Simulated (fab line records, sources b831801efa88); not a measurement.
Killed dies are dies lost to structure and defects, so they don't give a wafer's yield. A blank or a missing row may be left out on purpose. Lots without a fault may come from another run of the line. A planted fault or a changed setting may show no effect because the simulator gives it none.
Chamber matching | flow sky130 | SKY_VIA4_CMP_02 on cmp-01: 4 sister chambers
The step polishes SiO2. 4 wafers are shown with their chamber, then 8 later ones without.

WAFERS WITH THEIR CHAMBER
wafer  | chamber | motor_current_A (A)
L268.3 | 1       | 11.4
L268.6 | 2       | 13.1
L269.2 | 0       | 12.6
L282.1 | 3       | 10.6

WAFERS WITHOUT THEIR CHAMBER
wafer  | motor_current_A (A)
L282.3 | 12.3
L282.4 | 10.8
L284.3 | 10.2
L284.4 | 10.7
L284.6 | 12.4
L285.1 | 9.5
L285.5 | 10.5
L285.6 | 12.6

WHICH CHAMBER EACH WENT THROUGH
wafer  | from the rows above          | in truth
L282.3 | can't be placed: 0 or 2 or 1 | 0
L282.4 | can't be placed: 3 or 1      | 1
L284.3 | can't be placed: 3 or 1      | 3
L284.4 | can't be placed: 3 or 1      | 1
L284.6 | can't be placed: 0 or 2 or 1 | 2
L285.1 | can't be placed: 3 or 1      | 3
L285.5 | can't be placed: 3 or 1      | 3
L285.6 | can't be placed: 0 or 2      | 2
Placed correctly: 0 of 8. Can't be placed from these rows: 8 (the true chamber is among the candidates in 8). Placed wrongly: 0.
How it was worked out, from the rows above alone: a wafer's distance from a chamber is the root of the sum, over the readings, of the square of ((its reading less the chamber's mean) divided by the reading's scatter). The wafer belongs to the nearest chamber; if the next one is less than 2 further off, it can't be placed. A chamber's mean is the mean of its shown wafers. The scatter: with one shown wafer a chamber, the root of the mean of the squares of how far each hidden wafer lies from its nearest shown one.
